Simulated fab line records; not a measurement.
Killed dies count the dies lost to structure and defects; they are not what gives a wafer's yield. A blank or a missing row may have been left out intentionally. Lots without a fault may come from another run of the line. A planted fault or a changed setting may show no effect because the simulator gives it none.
The tool behind it: which one? -- flow gf180mcu -- 18 wafers from 6 lots sampled at 3 of the route's 602 steps

WHAT THE GAUGES SHOWED, per wafer
GF_MIM_RS_MEAS_10: measurement is done with a four-point probe.
lot,measured,on,MIM_ALCU_RS (ohm/sq)
L934,day 25 00:21,film metro-03,0.1628 0.1581 0.1592
L937,day 25 21:13,film metro-03,0.1596 0.1643 0.1642
L941,day 27 07:16,film metro-01,0.3455 0.3343 0.3330 0.3457 0.3343 0.3329
L945,day 28 18:47,film metro-02,0.3292 0.3566 0.3285 0.3293 0.3575 0.3290
L948,day 29 06:20,film metro-03,0.1614 0.1626 0.1588
L955,day 31 08:26,film metro-02,0.1631 0.1637 0.1610

WHAT TOOL EACH LOT RAN ON (gives the tool, then ch and the chambers of the sampled wafers, and finally the start)
lot,GF_V4_SPUTTER_21,GF_MIM_SPUTTER_08
L934,"pvd sputter-04, day 24 23:12","pvd sputter-02, day 25 00:15"
L937,"pvd sputter-04, day 25 20:06","pvd sputter-03, day 25 21:09"
L941,"pvd sputter-03, day 27 06:09","pvd sputter-03, day 27 07:12"
L945,"pvd sputter-03, day 28 17:37","pvd sputter-03, day 28 18:40"
L948,"pvd sputter-04, day 29 05:14","pvd sputter-02, day 29 06:17"
L955,"pvd sputter-01, day 31 07:20","pvd sputter-01, day 31 08:23"
- GF_V4_SPUTTER_21: material Ti, target thk 15 nm, time 80.02 s.
- GF_MIM_SPUTTER_08: material AlCu, target thk 200 nm, time 10.6 s.

THE ANSWER, worked out from the rows above alone
Rule: the usual values come from the lots themselves. The widest of any qualifying gaps counts: lots, ordered by their means at a reading, are off when they make up no more than a third of the lots, leave a main group of 4 or more, and stand apart from it by 3 or more times the standard deviation of that group's means. A main group is skipped when, at the precision printed for the reading in the tables above, its means are all equal. Also off: a lot with no number at a reading for which 4 or more lots have one. The other lots that the step has rows for count as sound.
Off: L941, L945, at GF_MIM_RS_MEAS_10 (MIM_ALCU_RS). Mean 0.1616 ohm/sq and standard deviation 0.0011 in the main group.
A tool fits if, at a process step before that reading, it ran every lot that is off, and no sound lot after the first of them. Those tools and the gauges at GF_MIM_RS_MEAS_10 are tried in the same way. One candidate fits, namely pvd sputter-03 at GF_V4_SPUTTER_21 and GF_MIM_SPUTTER_08. It ran no sound lot before its first lot that is off in this sample, so the start can't be narrowed down.

WHAT WAS PUT IN BY THE SIMULATOR
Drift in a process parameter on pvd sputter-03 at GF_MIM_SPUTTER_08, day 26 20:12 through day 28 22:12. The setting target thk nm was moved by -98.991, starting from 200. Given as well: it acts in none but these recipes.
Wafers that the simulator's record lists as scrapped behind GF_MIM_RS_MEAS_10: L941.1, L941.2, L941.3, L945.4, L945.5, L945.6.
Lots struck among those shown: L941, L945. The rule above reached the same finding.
